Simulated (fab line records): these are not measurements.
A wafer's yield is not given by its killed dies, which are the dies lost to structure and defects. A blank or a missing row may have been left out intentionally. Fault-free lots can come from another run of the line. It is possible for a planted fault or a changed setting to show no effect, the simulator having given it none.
Comparing a struck lot with a sound one :: flow sky130 :: 32 steps out of a route of 708
Sound: wafers L270.1, L270.2, L270.6. Wafers L267.4, L267.5 were the ones struck. The cause is given at the end.
Per side, at each step with rows, come the tool, then ch with its chambers, and then its first start. Under that, the readings that differ: sound wafers :: struck wafers :: difference of the means :: sigmas: that difference in standard deviations of wafers without a fault.
alike: words and numbers the same on both sides, and readings whose means are apart by under 2 such deviations; not compared: readings that were withheld, readings missing a value for some wafer, numbers with overlapping values and no deviation given by the record, and bounds like >300 which may hide the same value.
A row with sigmas, a row that says differs or no value, or rows on one side alone: a step with any of these is where the two part. When numbers do not overlap yet have no deviation, they are printed without sigmas and do not part them. Lack of a reading on every wafer of one side parts them only where that side has two or more wafers.

SKY_PWDE_OVL_MEAS_07:
  sound on overlay-02, day 8 13:46; struck on overlay-02, day 7 09:07
  alike: PWDE_OVL
following that, these wafers have no rows for 1 step: SKY_PWDE_IMPLANT_08.
SKY_PWDE_STRIP_09: strips in O2/N2.
  sound on plasma_asher-01 ch 0,1, day 8 13:56; struck on plasma_asher-01 ch 0,1, day 7 09:19
  alike: drypump_motor_current_A, o2_flow_sccm, oes_product_au, strip_time_to_endpoint_s
  not compared: rf_hours_counter_h
SKY_PWDE_TW_MEAS_10:
  sound on film_metro-01, day 8 14:02; struck on film_metro-01, day 7 09:25
  alike: PWDE_TW
then, 7 steps without rows for these wafers: SKY_NWELL_DEHYDRATE_03 (time 60 s); SKY_NWELL_HMDS_04 (prime time 60 s); SKY_NWELL_COAT_05 (resist thk 3000 nm); SKY_NWELL_SOFTBAKE_06; SKY_NWELL_EXPOSE_07 (exposes mask NWM, target cd 840 nm); SKY_NWELL_PEB_08; SKY_NWELL_DEVELOP_09 (develop time 60 s).
SKY_NWELL_OVL_MEAS_10:
  sound on overlay-02, day 9 10:59; struck on overlay-02, day 8 05:51
  alike: NWELL_00_OVL
SKY_NWELL_IMPLANT_11:
  sound on implanter-04 ch 0, day 9 11:01; struck on implanter-01 ch 0, day 8 05:56
reading: beam_on_s (s)
sound: 10.01 10.17 10.16
struck: 7.57 7.43
difference: -2.61
sigmas: -12

reading: faraday_current_uA
sound: 107.3 105.6 105.3
struck: 141.7 143.7
difference: +36.6
sigmas: +17
then, 2 steps without rows for these wafers: SKY_NWELL_IMPLANT_12; SKY_NWELL_IMPLANT_13.
SKY_NWELL_STRIP_14: strips in O2/N2.
  sound on plasma_asher-02 ch 0,1, day 9 11:28; struck on plasma_asher-01 ch 0,1, day 8 06:21
  alike: drypump_motor_current_A, o2_flow_sccm, oes_product_au, strip_time_to_endpoint_s
  not compared: rf_hours_counter_h
SKY_NWELL_TW_MEAS_15:
  sound on film_metro-01, day 9 11:34; struck on film_metro-04, day 8 06:27
reading: NWELL_TW
sound: 1830 1818 1823
struck: 1680 1678
difference: -145
sigmas: -10
then, 7 steps without rows for these wafers: SKY_NWELL_DEHYDRATE_16 (time 60 s); SKY_NWELL_HMDS_17 (prime time 60 s); SKY_NWELL_COAT_18 (resist thk 3000 nm); SKY_NWELL_SOFTBAKE_19; SKY_NWELL_EXPOSE_20 (exposes mask NWM COMPLEMENT, target cd 840 nm); SKY_NWELL_PEB_21; SKY_NWELL_DEVELOP_22 (develop time 60 s).
SKY_NWELL_OVL_MEAS_23:
  sound on overlay-02, day 10 09:45; struck on overlay-01, day 9 02:51
  alike: NWELL_01_OVL
following that, these wafers have no rows for 1 step: SKY_NWELL_IMPLANT_24.
SKY_NWELL_STRIP_25: strips in O2/N2.
  sound on plasma_asher-01 ch 0,1, day 10 09:56; struck on plasma_asher-02 ch 1, day 9 03:03
  alike: drypump_motor_current_A, o2_flow_sccm, oes_product_au, strip_time_to_endpoint_s
  not compared: rf_hours_counter_h
SKY_NWELL_TW_MEAS_26:
  sound on film_metro-02, day 10 10:02; struck on film_metro-04, day 9 03:09
  alike: NWELL_2_TW
then, 1 step without rows for these wafers: SKY_NWELL_CLEAN_27 (cleans in SC1/SC2, time 150 s).
SKY_NWELL_RTA_28: time 30 s.
  sound on rtp_anneal-02 ch 0, day 10 10:09; struck on rtp_anneal-02 ch 0, day 9 03:17
  alike: anneal_temp_c_max, lamp_power_pct, wafer_temp_C_max
SKY_NWELL_RS_MEAS_29: measurement is done with a four-point probe.
  sound on film_metro-01, day 10 10:15; struck on film_metro-02, day 9 03:23
reading: NWELL_RS (ohm/sq)
sound: 624.4 625.8 626.9
struck: 720.7 721.0
difference: +95.2
sigmas: +63
-- the record jumps here: 40 days lie between the struck wafers' starts before and after (it left off in module NWELL and takes up again in module PAD_OPEN, whose first step shown is number 708 of the route) --
SKY_PAD_OPEN_PROBE_99:
  sound on prober-02, day 50 11:55; struck on prober-01, day 49 10:16
reading: model.etest.nfet_16v.r_on_ohm_um
sound: 1.405e+04 1.408e+04 1.386e+04
struck: 1.533e+04 1.555e+04
difference: +1.443e+03
sigmas: 

reading: model.etest.res_nwell.line_ohm_um
sound: 1207 1150 1155
struck: 1377 1370
difference: +203
sigmas: 

reading: model.etest.res_nwell.rs_ohm_sq
sound: 1016 957.7 976.1
struck: 1130 1131
difference: +147
sigmas: 

reading: model.etest.tip_p_5v.rs_ohm_sq
sound: 2858 2830 2837
struck: 2816 2802
difference: -33
sigmas: 

reading: model.etest.res_nwell.width_nm (nm)
sound: 844.4 834.6 833.1
struck: 815.6 813.3
difference: -22.9
sigmas: 

reading: model.etest.pfet_16v.drive_ua_um
sound: 241.2 247.9 250.7
struck: 250.9 252.3
difference: +5.0
sigmas: 

reading: model.etest.field_p.vt_v (V)
sound: -44.99 -41.9 -42.74
struck: -37.34 -36.98
difference: +6.05
sigmas: 
  alike: killed_at_M0_to_M3, killed_at_M4_up, killed_at_contacts, killed_at_front_end, killed_at_other, killed_dies, killed_open, killed_short
  not compared: model.etest.res_iso_pwell.width_nm

WHERE THEY PART
At SKY_NWELL_IMPLANT_11 first; at SKY_NWELL_RS_MEAS_29 last (within this record only). Later steps at which nothing parts them and some readings are alike: SKY_PAD_OPEN_PROBE_99.

WHY: what the simulator had put in
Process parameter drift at SKY_NWELL_IMPLANT_11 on implanter-01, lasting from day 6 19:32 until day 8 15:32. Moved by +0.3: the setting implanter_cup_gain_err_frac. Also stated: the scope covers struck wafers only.
